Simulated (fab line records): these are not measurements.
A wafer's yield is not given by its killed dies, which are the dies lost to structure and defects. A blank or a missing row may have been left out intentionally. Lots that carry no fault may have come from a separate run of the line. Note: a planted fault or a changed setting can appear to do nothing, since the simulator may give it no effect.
8D (eight disciplines) problem report, filled in by code || flow gf180mcu || the parts of the form that need people (team, actions taken, sign-off) are left out

== 1. THE ISSUE ==
exposure-dose-mJ-cm2 at GF_MVSD_EXPOSE_04 reads a mean of 253.53 on 6 wafers of 2 lots; wafers without a fault read 260.04 with a standard deviation of 0.22. Measured from the usual mean, that is -30 standard deviations.
The step: exposes mask MVSD, target cd 1000 nm.
Seen first at day 5 07:43 on iline-stepper-02, wafer L388.1. Wafers with a number at this step in the record: 36, from 12 lots. The rule behind "out" and "out of limits": a value lying over 4 standard deviations away from the usual mean. Any other wafer with a number is counted as sound.

== 2. WHAT IT IS, AND WHAT IT ISN'T ==
{"question": "which readings at this step", "is": "exposure-dose-mJ-cm2", "is not": "-"}
{"question": "which lots", "is": "L388, L391", "is not": "L383, L384, L389, L390, L395, L396, L397, L400, L401, L405"}
{"question": "which wafers of those lots", "is": "all that have a number", "is not": "-"}
{"question": "read on which tools", "is": "iline-stepper-02", "is not": "iline-stepper-01"}
{"question": "when", "is": "from day 5 07:43", "is not": "up to then (6 sound wafers); but 24 sound wafers of L389, L390, L395, L396, L397, L400, L401, L405 came after"}

== 3. THE SUSPECTS, EACH WITH WHAT RULES IT OUT ==
Counting: any tool at a process step up to the reading is kept as a suspect provided that every lot that is out went through it and no sound lot did after the first of them.
- rie-diel-04 at GF_STI_ETCH_13 (etches the open film in CHF3/O2, stops on Si, target depth 282.31 nm, time 112.9 s): ruled out as a lasting fault. Sound lots L389 ran on it after its first lot that is out, L388 (day 3 03:15).
- cmp-01 at GF_STI_CMP_25 (polishes, stops on Si3N4, t overpolish 33 s, target thk 524.6 nm): ruled out as a lasting fault. Sound lots L389, L395, L400 ran on it after its first lot that is out, L388 (day 3 05:13).
- iline-stepper-02 at GF_MVSD_EXPOSE_04 (exposes mask MVSD, target cd 1000 nm): kept. It ran every lot that is out, first L388 (day 5 07:43), and no sound lot after that; its last sound lot up to then is L384 (day 4 08:59). Its own readings are out on those wafers: exposure-dose-mJ-cm2.
Remaining after the count: iline-stepper-02 at GF_MVSD_EXPOSE_04.

== 4. THE CAUSE (what the simulator had put in) ==
Drift in process parameters on iline-stepper-02 at GF_MVSD_EXPOSE_04, starting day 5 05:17. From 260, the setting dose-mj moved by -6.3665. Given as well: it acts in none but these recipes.
This tool alone remained once counting was done.

== 5. SEQUENCE OF EFFECTS, ordered by route ==
Each row: a reading where the mean over the struck wafers with a number is more than 3 standard deviations away from the usual. Readings are gone through only where the record gives a usual standard deviation; hours: the median, over the lots, of the time from a lot's start at the first step in this table giving one to that lot's start at this step; sigmas: the change measured in usual standard deviations.
{"hours": 0, "step": "GF_MVSD_EXPOSE_04", "reading": "exposure-dose-mJ-cm2", "usual": 260.04, "on struck wafers": 253.53, "change": -6.51, "sigmas": -30}
It contains these process steps:
- GF_MVSD_EXPOSE_04: exposes mask MVSD, target cd 1000 nm.

== 6. WHAT WOULD HAVE CAUGHT IT SOONER ==
2 hours passed between the start of the fault at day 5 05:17 and the first reading out of limits in this record, taken at day 5 07:43.
